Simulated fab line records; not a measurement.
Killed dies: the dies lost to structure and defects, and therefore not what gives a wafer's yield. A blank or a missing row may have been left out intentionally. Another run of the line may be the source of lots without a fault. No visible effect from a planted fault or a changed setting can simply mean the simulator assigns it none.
A struck lot beside a sound one	flow sky130	14 out of 708 route steps
Sound: these wafers, L436.2, L436.3, L436.4. Struck: wafers L440.4, L440.5, L440.6. The cause is named last.
For every step that has rows: the tool of each side, followed by ch and its chambers, followed by its first start. Under that, the readings that differ: sound wafers	struck wafers	difference of the means	sigmas: that difference in standard deviations of wafers without a fault.
alike: same words and numbers on both sides, and readings whose means sit less than 2 such deviations apart. not compared: any withheld reading, any reading some wafer has no value for, any bound like >300 that may hide the same value, and any number with overlapping values for which the record gives no deviation.
The two part at a step that has a row with sigmas, a row that says differs or no value, or rows on one side only. Non-overlapping numbers with no deviation appear without sigmas and do not part them. A reading that every wafer of one side lacks parts them only if that side has two wafers or more.

first, 9 steps without rows for these wafers: SKY_CAPM_CLEAN_17 (cleans in O3/DIW); SKY_METAL3_DEHYDRATE_05 (time 60 s); SKY_METAL3_HMDS_06 (prime time 60 s); SKY_METAL3_COAT_07 (resist thk 60 nm); SKY_METAL3_COAT_08 (resist thk 1140 nm); SKY_METAL3_SOFTBAKE_09 (time 90 s); SKY_METAL3_EXPOSE_10 (exposes mask MM3, target cd 300 nm); SKY_METAL3_PEB_11; SKY_METAL3_DEVELOP_12 (develop time 60 s).
SKY_METAL3_CD_MEAS_13: the cd target is 300 nm.
  sound on cdSem-02, day 41 20:37; struck on cdSem-01, day 42 19:48
  alike: cdNm
SKY_METAL3_OVL_MEAS_14:
  sound on overlay-01, day 41 20:43; struck on overlay-01, day 42 19:53
  alike: METAL3_OVL
SKY_METAL3_DESCUM_15: chemistry O2, time 8 s.
  sound on rieMetal-04 ch 0,1, day 41 20:45; struck on rieMetal-04 ch 0,1, day 42 19:55
  alike: drypumpMotorCurrentA, oesProductAu
  not compared: rfHoursCounterH
SKY_METAL3_ETCH_16: etches BARC in N2/H2, stops on SiO2, time 88.2 s, target depth 60 nm.
  sound on rieMetal-04 ch 0,1, day 41 20:47; struck on rieMetal-04 ch 0,1, day 42 19:58
reading	sound	struck	difference	sigmas
oesProductAu (a.u.)	0.631 0.627 0.622	0.597 0.598 0.594	-0.030	-7
runLengthS (s)	116.6 116.3 115.8	128.1 127.4 127.8	+11.5	+29
model.KrF-thick_of_METAL3_COAT_08.thkNm (nm)	1083 1080 1080	1070 1066 1071	-12	
  alike: drypumpMotorCurrentA, throttleValvePct
  not compared: rfHoursCounterH, model.SiO2_of_CAPM_CVD_00.thkNm
SKY_METAL3_ETCH_17: etches SiO2 in C4F8/O2/Ar, stops on TiN, time 3.9 s, target depth 15 nm.
  sound on rieDiel-01 ch 0,1, day 41 20:53; struck on rieDiel-01 ch 1,2, day 42 20:02
  alike: oesProductAu

== WHERE THEY PART ==
Within this record, at SKY_METAL3_ETCH_16 only. Later steps at which nothing parts them and some readings are alike: SKY_METAL3_ETCH_17.

WHY: the cause the simulator had injected
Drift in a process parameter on rieMetal-04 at SKY_METAL3_ETCH_16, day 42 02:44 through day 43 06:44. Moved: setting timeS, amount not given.
